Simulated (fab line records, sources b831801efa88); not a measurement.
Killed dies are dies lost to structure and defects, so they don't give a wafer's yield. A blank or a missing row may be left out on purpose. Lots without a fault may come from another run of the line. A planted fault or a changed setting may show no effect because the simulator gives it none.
fab line records | flow sky130
record lots=7 wafers=21 last_day=50
route steps=708 shown METAL4@623
lots that met no fault: from a run of the same line without faults
start_h: hours from the record's first day to the start of the lot's first wafer shown | wait_h: hours since the lot's step before | " the same as in the row above | L1.1+2: a row that stands for several wafers | - no value, or no start given | * or withheld: withheld | < > ~ a bound
route shown NAME@n: a module of which the file shows steps, and the number in the route of the first | usual: mean/standard deviation of fault-free wafers | same: alike in all rows | chamber/n: place in a boat | sites: the reading at each site | _std_site: their standard deviation | _edge_site: outer sites' mean less inner sites' | radius_mm: how far each site lies from the wafer's centre | mask NAME#n: copy n | behind: the tool/chamber that last shaped the wafer | hold: why the lot was held/for how many hours/how that ended | device: the transistor (n, p or np) that didn't switch | end of line: the same wafers' tests at the end of the route | a step without rows: its recipe alone | killed: dies lost to structure and defects at the first sort, not the wafer's yield | map: a wafer's dies, x killed, . not, _ none there
set.NAME: the setting as run; set.NAME@STEP: as run at that earlier step | model.NAME: the simulator's own value behind a step, which no gauge read
lots at some steps of the route; a table a step, a row a wafer
services: from which hour (start_h, from the record's first day; less than 0 if before it) a tool's chamber was out of use, for how many hours, and why
## steps
# step SKY_METAL4_COAT_07
# recipe resist=BARC temp_c=withheld time_s=withheld spin_rpm=3000 resist_thk_nm=60
# step SKY_METAL4_COAT_08
# recipe resist=KrF-thick spin_rpm=3000 resist_thk_nm=1140
# step SKY_METAL4_SOFTBAKE_09
# recipe temp_c=100 time_s=90 resist=KrF-thick
# step SKY_METAL4_EXPOSE_10
# recipe mask_id=MM4 na=0.68 source_shape=annular sigma_inner=0.4 sigma_outer=0.8 target_cd_nm=300 dose_mj=28
# step SKY_METAL4_PEB_11
# recipe peb_temp_c=withheld peb_time_s=withheld resist=KrF-thick
# step SKY_METAL4_DEVELOP_12
# recipe develop_time_s=60 resist=KrF-thick dev_temp_c=21
# step SKY_METAL4_CD_MEAS_13
# recipe target_cd_nm=300
# usual cd_nm=299.8/1.1
# columns lot.wafer tool chamber start_h wait_h cd_nm
L564.1 cd_sem-01 - 1030.05 - 300.0
L564.5 " - " " 300.6
L564.6 " - " " 299.6
L567.2 cd_sem-01 - 1044.67 - 300.6
L567.5 " - " " 300.0
L567.6 " - " " 301.1
L573.2 cd_sem-01 - 1083.62 - 300.1
L573.3 " - " " 301.3
L573.4 " - " " 299.9
L574.1 cd_sem-01 - 1085.87 - 301.9
L574.3 " - " " 302.6
L574.5 " - " " 300.8
L575.2 cd_sem-02 - 1096.39 - 298.6
L575.3 " - " " 299.3
L575.6 " - " " 299.1
L579.2 cd_sem-02 - 1112.52 - 299.1
L579.3 " - " " 298.6
L579.5 " - " " 299.7
L580.1 cd_sem-01 - 1114.72 - 299.3
L580.3 " - " " 299.5
L580.4 " - " " 300.9
# step SKY_METAL4_OVL_MEAS_14
# usual METAL4_OVL=0/5.6
# columns lot.wafer tool chamber start_h wait_h METAL4_OVL[nm]
L564.1 overlay-02 - 1030.17 0.1 -2
L564.5 " - " " 0
L564.6 " - " " -2
L567.2 overlay-02 - 1044.78 0.1 0
L567.5 " - " " 8
L567.6 " - " " 0
L573.2 overlay-01 - 1083.73 0.1 -7
L573.3 " - " " 2
L573.4 " - " " -1
L574.1 overlay-01 - 1085.99 0.1 11
L574.3 " - " " 8
L574.5 " - " " 5
L575.2 overlay-02 - 1096.50 0.1 -3
L575.3 " - " " -8
L575.6 " - " " -7
L579.2 overlay-01 - 1112.63 0.1 -1
L579.3 " - " " 6
L579.5 " - " " -6
L580.1 overlay-02 - 1114.84 0.1 3
L580.3 " - " " 0
L580.4 " - " " 0
# step SKY_METAL4_DESCUM_15
# recipe chemistry=O2 source_power_w=150 bias_power_w=0 pressure_mtorr=10 temp_c=40 time_s=8
# usual drypump_motor_current_A=5.7/0.37 oes_product_au=0.995/0.0071
# columns lot.wafer tool chamber start_h wait_h drypump_motor_current_A oes_product_au rf_hours_counter_h
L564.1 rie_metal-02 0 1030.21 0.0 5.3 1.003 13
L564.5 " 0 " " 5.3 0.997 -
L564.6 " 1 " " 5.6 1.004 -
L567.2 rie_metal-04 1 1044.81 0.0 6.4 1.003 12
L567.5 " 1 " " 6.4 1.001 -
L567.6 " 0 " " 5.7 1.002 -
L573.2 rie_metal-03 1 1083.76 0.0 5.9 0.986 22
L573.3 " 1 " " 5.9 0.986 -
L573.4 " 0 " " 5.3 0.992 -
L574.1 rie_metal-02 1 1086.03 0.0 5.6 0.994 21
L574.3 " 1 " " 5.6 1.004 -
L574.5 " 1 " " 5.6 0.997 -
L575.2 rie_metal-02 1 1096.53 0.0 5.6 0.987 21
L575.3 " 0 " " 5.3 0.984 -
L575.6 " 0 " " 5.3 0.984 -
L579.2 rie_metal-03 1 1112.66 0.0 5.9 0.989 24
L579.3 " 0 " " 5.3 0.996 -
L579.5 " 1 " " 5.9 0.988 -
L580.1 rie_metal-02 0 1114.88 0.0 5.3 0.996 20
L580.3 " 1 " " 5.6 1.007 -
L580.4 " 0 " " 5.3 1.009 -
# step SKY_METAL4_ETCH_16
# recipe chemistry=N2/H2 target=BARC ion_energy_ev=200 bias_w=100 pressure_mtorr=30 n2_flow_sccm=100 h2_flow_sccm=200 icp_w=500 stop_on=SiO2 time_s=88.2 target_depth_a=600
# usual drypump_motor_current_A=5.7/0.37 h2_flow_sccm=200.1/0.61 oes_product_au=0.625/0.0043 throttle_valve_pct=13.205/0.0093
# columns lot.wafer tool chamber start_h wait_h drypump_motor_current_A h2_flow_sccm oes_product_au rf_hours_counter_h throttle_valve_pct
L564.1 rie_metal-02 0 1030.24 0.0 5.3 200.5 0.628 13 13.194
L564.5 " 0 " " 5.3 200.4 0.632 - 13.205
L564.6 " 1 " " 5.6 199.8 0.627 - 13.200
L567.2 rie_metal-04 1 1044.84 0.0 6.4 200.6 0.627 12 13.199
L567.5 " 1 " " 6.4 199.8 0.621 - 13.212
L567.6 " 0 " " 5.7 200.2 0.618 - 13.207
L573.2 rie_metal-03 1 1083.79 0.0 5.9 199.4 0.625 22 13.202
L573.3 " 1 " " 5.9 199.3 0.620 - 13.212
L573.4 " 0 " " 5.3 199.6 0.621 - 13.208
L574.1 rie_metal-02 1 1086.06 0.0 5.6 200.6 0.625 21 13.202
L574.3 " 1 " " 5.6 200.4 0.627 - 13.194
L574.5 " 1 " " 5.6 200.6 0.629 - 13.207
L575.2 rie_metal-02 1 1096.56 0.0 5.6 200.3 0.620 22 13.229
L575.3 " 0 " " 5.3 200.2 0.625 - 13.213
L575.6 " 0 " " 5.3 200.1 0.626 - 13.210
L579.2 rie_metal-03 1 1112.69 0.0 6.0 200.2 0.623 24 13.199
L579.3 " 0 " " 5.3 200.4 0.621 - 13.192
L579.5 " 1 " " 6.0 199.4 0.629 - 13.191
L580.1 rie_metal-02 0 1114.91 0.0 5.3 199.1 0.630 20 13.205
L580.3 " 1 " " 5.6 200.8 0.629 - 13.197
L580.4 " 0 " " 5.3 199.6 0.621 - 13.215
# step SKY_METAL4_ETCH_17
# recipe target=SiO2 stop_on=TiN chemistry=C4F8/O2/Ar source_w=1500 bias_w=1200 pressure_mtorr=40 c4f8_flow_sccm=withheld O2_flow_sccm=6 Ar_flow_sccm=300 time_s=3.9 target_depth_a=150
# usual oes_product_au=0.756/0.0078
# columns lot.wafer tool chamber start_h wait_h oes_product_au rf_hours_counter_h
L564.1 rie_diel-01 2 1030.34 0.1 0.757 22
L564.5 " 2 " " 0.772 -
L564.6 " 3 " " 0.758 -
L567.2 rie_diel-02 3 1044.94 0.1 0.760 18
L567.5 " 0 " " 0.759 -
L567.6 " 3 " " 0.756 -
L573.2 rie_diel-03 0 1083.89 0.1 0.753 18
L573.3 " 3 " " 0.749 13
L573.4 " 1 " " 0.774 15
L574.1 rie_diel-03 3 1086.16 0.1 0.763 13
L574.3 " 2 " " 0.757 2
L574.5 " 0 " " 0.762 -
L575.2 rie_diel-03 3 1096.66 0.1 0.760 14
L575.3 " 0 " " 0.729 18
L575.6 " 2 " " 0.754 -
L579.2 rie_diel-03 3 1112.79 0.1 0.751 14
L579.3 " 2 " " 0.756 3
L579.5 " 2 " " 0.752 -
L580.1 rie_diel-03 1 1115.01 0.1 0.761 16
L580.3 " 2 " " 0.763 3
L580.4 " 3 " " 0.761 14
# step SKY_METAL4_METAL_ETCH_18
# recipe target_depth_a=8450 stop_on=SiO2 over_etch_frac=0.3 time_s=183.1 chemistry=Cl2/BCl3 resist_sidewall_deg=88 pressure_mtorr=10 icp_w=900 bias_w=48.5 Cl2_flow_sccm=60 bcl3_flow_sccm=30
# usual drypump_motor_current_A=5.7/0.41 oes_product_au=0.865/0.0061 throttle_valve_pct=22.266/0.0093
# columns lot.wafer tool chamber start_h wait_h drypump_motor_current_A oes_product_au rf_hours_counter_h throttle_valve_pct
L564.1 rie_metal-04 1 1030.36 0.0 6.4 0.866 11 22.267
L564.5 " 1 " " 6.4 0.854 - 22.262
L564.6 " 0 " " 5.7 0.865 - 22.271
L567.2 rie_metal-02 0 1044.96 0.0 5.3 0.859 14 22.281
L567.5 " 0 " " 5.3 0.871 - 22.246
L567.6 " 1 " " 5.6 0.857 - 22.260
L573.2 rie_metal-04 1 1083.91 0.0 6.4 0.863 15 22.268
L573.3 " 1 " " 6.4 0.854 - 22.263
L573.4 " 0 " " 5.7 0.854 - 22.275
L574.1 rie_metal-03 0 1086.18 0.0 5.2 0.859 21 22.273
L574.3 " 1 " " 5.9 0.859 - 22.275
L574.5 " 1 " " 5.9 0.855 - 22.272
L575.2 rie_metal-04 0 1096.68 0.0 5.7 0.863 10 22.257
L575.3 " 0 " " 5.7 0.858 - 22.261
L575.6 " 0 " " 5.7 0.863 - 22.259
L579.2 rie_metal-02 1 1112.81 0.0 5.6 0.865 23 22.266
L579.3 " 0 " " 5.3 0.863 - 22.268
L579.5 " 1 " " 5.6 0.870 - 22.250
L580.1 rie_metal-04 1 1115.03 0.0 6.4 0.878 18 22.250
L580.3 " 0 " " 5.7 0.866 - 22.247
L580.4 " 1 " " 6.4 0.870 - 22.274
# step SKY_METAL4_STRIP_19
# recipe chemistry=O2/N2 power_w=1400 pressure_mtorr=1500 platen_temp_c=withheld o2_flow_sccm=3000 n2_flow_sccm=300 overash_fraction=0.5
# usual chamber_pressure_mTorr=1500.3/1.3 drypump_motor_current_A=6.1/0.46 oes_product_au=0.505/0.0054 strip_time_to_endpoint_s=6.59/0.058
# columns lot.wafer tool chamber start_h wait_h chamber_pressure_mTorr drypump_motor_current_A oes_product_au rf_hours_counter_h strip_time_to_endpoint_s model.KrF-thick_of_METAL4_COAT_08.thk_nm
L564.1 plasma_asher-04 1 1030.53 0.1 1502.1 6.5 0.502 24 6.61 0
L564.5 " 1 " " 1500.2 6.5 0.508 - 6.60 0
L564.6 " 0 " " 1499.2 6.4 0.508 - 6.59 0
L567.2 plasma_asher-04 1 1045.14 0.1 1502.0 6.5 0.498 26 6.52 0
L567.5 " 0 " " 1500.7 6.4 0.505 - 6.58 0
L567.6 " 1 " " 1502.8 6.5 0.511 - 6.55 0
L573.2 plasma_asher-04 1 1084.09 0.1 - - - - - 522
L573.3 " 0 " " - - - - - 522.3
L573.4 " 1 " " - - - - - 527
L574.1 plasma_asher-03 0 1086.36 0.1 - - - - - 547.4
L574.3 " 0 " " - - - - - 539.7
L574.5 " 1 " " - - - - - 541.9
L575.2 plasma_asher-03 0 1096.86 0.1 - - - - - 527.7
L575.3 " 0 " " - - - - - 532.6
L575.6 " 1 " " - - - - - 532.7
L579.2 plasma_asher-03 0 1112.99 0.1 1500.3 6.4 0.499 5 6.53 0
L579.3 " 0 " " 1498.2 6.4 0.506 - 6.53 0
L579.5 " 1 " " 1499.3 5.3 0.509 - 6.60 0
L580.1 plasma_asher-04 1 1115.21 0.1 1498.1 6.5 0.503 33 6.55 0
L580.3 " 1 " " 1500.3 6.5 0.505 - 6.61 0
L580.4 " 0 " " 1500.0 6.5 0.500 - 6.57 0
# step SKY_METAL4_STRIP_20
# recipe chemistry=post_etch_residue_remover time_s=1200 temp_c=72.5
## services
# columns tool chamber start_h hours kind
rie_diel-01 3 1010.58 3.6 repair
rie_diel-02 0 1011.24 6.9 repair
plasma_asher-04 - 1026.18 3.5 repair
rie_diel-01 2 1031.23 9.3 repair
rie_diel-02 - 1047.55 0.1 repair
rie_diel-03 3 1049.68 1.5 repair
plasma_asher-03 - 1055.25 9.0 pm
plasma_asher-03 0 1055.25 9.0 vent_cycle
plasma_asher-03 1 1055.25 9.0 vent_cycle
rie_diel-01 0 1063.82 10.4 repair
plasma_asher-03 0 1064.25 - clean
plasma_asher-03 1 1064.25 - clean
plasma_asher-03 - 1069.22 2.8 pm
rie_diel-02 - 1081.56 4.1 repair
rie_diel-01 2 1083.19 - clean
rie_diel-01 2 1083.19 12.3 scheduled_down
rie_diel-01 2 1083.19 12.3 vent_cycle
rie_diel-03 1 1089.53 8.0 repair
rie_diel-02 0 1092.37 3.5 repair
rie_metal-02 - 1104.46 0.9 repair
rie_metal-03 - 1107.02 2.1 repair
rie_diel-03 1 1109.12 2.5 repair
## key
first_sign step=SKY_METAL4_STRIP_19 reading=tool_record direction=missing
effect none on later readings
model_effect step=SKY_METAL4_STRIP_19 value=KrF-thick_of_METAL4_COAT_08.thk_nm without=0 struck=532.6
met_at SKY_METAL4_STRIP_19
struck_wafers L573.2,L573.3,L573.4,L574.1,L574.3,L574.5,L575.2,L575.3,L575.6
later_rows_left_out L573.2,L573.3,L573.4,L574.1,L574.3,L574.5,L575.2,L575.3,L575.6
sort_left_out L573.2,L573.3,L573.4,L574.1,L574.3,L574.5,L575.2,L575.3,L575.6
onset_between 1045.14 1084.09
fault kind=skipped_step_whole tool=plasma_asher-03,plasma_asher-04 chamber=- onset_h=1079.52 steps=SKY_METAL4_STRIP_19 scope=struck_lots_only
# sort_left_out: the simulated sort isn't trusted on such a fault, so these wafers' sort isn't shown, and their yield isn't known
# later_rows_left_out: the simulator's readings of these wafers behind a module that went badly wrong aren't trusted and aren't shown, but for the sort
